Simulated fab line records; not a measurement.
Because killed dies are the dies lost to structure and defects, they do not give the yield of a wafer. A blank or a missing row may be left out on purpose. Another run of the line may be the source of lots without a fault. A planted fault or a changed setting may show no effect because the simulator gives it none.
Comparing a struck lot with a sound one -- flow gf180mcu -- 15 out of 602 route steps
Sound: wafers L561.1, L561.2, L561.3. Struck: wafer L576.2 (left out: L576.3, L576.6 of the same lot, which were not struck); the cause appears at the end.
Each step with rows lists, per side, the tool, then ch with its chambers, then its first start. Under that, the readings that differ: sound wafers -- struck wafers -- difference of the means -- sigmas: that difference in standard deviations of wafers without a fault.
alike: readings with means less than 2 such deviations apart, plus words and numbers identical on both sides. not compared: withheld readings, readings lacking a value on some wafer, bounds such as >300 that could conceal the same value, and numbers that have no deviation in the record and whose values overlap.
Wherever a step has rows on one side only, a row that says differs or no value, or a row with sigmas, the two part there. Numbers that have no deviation but don't overlap get no sigmas and don't part them. A reading missing from all wafers of one side parts the sides only when that side holds two or more wafers.

first, 1 step without rows for these wafers: GF_V5_ETCH_16 (etches BARC in N2/H2).
GF_V5_ETCH_17: etches SiO2 in C4F8/O2/Ar, stops on TiN, target depth 855 nm.
  sound on rie diel-02 ch 0,1,3; struck on rie diel-02 ch 2
  alike: oes product au
then, 3 steps without rows for these wafers: GF_V5_STRIP_18 (strips in O2/N2); GF_V5_STRIP_19 (strips in post etch residue remover, time 1200 s); GF_V5_CLEAN_20 (cleans in DIW).
GF_V5_SPUTTER_21: material Ti, target thk 15 nm, time 80.02 s.
  sound on pvd sputter-04, day 28 15:30; struck on pvd sputter-01, day 32 11:33
reading,sound,struck,difference,sigmas
throttle valve pct (%),30.8 29.1 28.8,31.6,+2.0,+2
then, 1 step without rows for these wafers: GF_V5_SPUTTER_22 (material TiN, target thk 10 nm, time 40 s).
GF_V5_CVD_23: deposits W, target thk 350 nm, time 104.9 s.
  sound on cvd w-01 ch 0,1, day 28 15:36; struck on cvd w-01 ch 1, day 32 11:39
  alike: heater power w
GF_V5_RS_MEAS_24: measurement is done with a four-point probe.
  sound on film metro-02, day 28 15:43; struck on film metro-04, day 32 11:47
  alike: V5_W_RS
GF_V5_THK_MEAS_25: measures by xrf.
  sound on film metro-02, day 28 15:50; struck on film metro-04, day 32 11:53
  alike: V5_W_THK
GF_V5_CMP_26: polishes, stops on SiO2, t overpolish 15 s, target thk 0 nm.
  sound on cmp-01 ch 0,1,2, day 28 15:56; struck on cmp-02 ch 3, day 32 12:02
  alike: motor current A, overpolish run s, retaining ring pressure frac, slurry filter dp kPa, time to endpoint s
then, 1 step without rows for these wafers: GF_TOP_METAL_SPUTTER_00 (material Ti, target thk 37.5 nm, time 150 s).
GF_TOP_METAL_SPUTTER_01: material TiN, target thk 30 nm, time 25 s.
  sound on pvd sputter-04, day 28 16:17; struck on pvd sputter-01, day 32 12:20
reading,sound,struck,difference,sigmas
throttle valve pct (%),29.5 28.4 29.7,31.8,+2.6,+2
model.TiN_of_TOP_METAL_SPUTTER_01.thk nm (nm),30.16 30.07 30.04,41.21,+11.12,
GF_TOP_METAL_SPUTTER_02: material AlCu, target thk 900 nm, time 47.82 s.
  sound on pvd sputter-04, day 28 16:19; struck on pvd sputter-01, day 32 12:22
reading,sound,struck,difference,sigmas
throttle valve pct (%),29.1 28.7 30.1,31.8,+2.5,+2
GF_PASSIVATION_PROBE_99:
  rows exist in the record for the sound wafers here (prober-01, day 30 09:28), none for the struck ones

## WHERE THEY PART
Earliest at GF_V5_SPUTTER_21; latest, in this record, at GF_PASSIVATION_PROBE_99.

WHY: whatever the simulator had introduced
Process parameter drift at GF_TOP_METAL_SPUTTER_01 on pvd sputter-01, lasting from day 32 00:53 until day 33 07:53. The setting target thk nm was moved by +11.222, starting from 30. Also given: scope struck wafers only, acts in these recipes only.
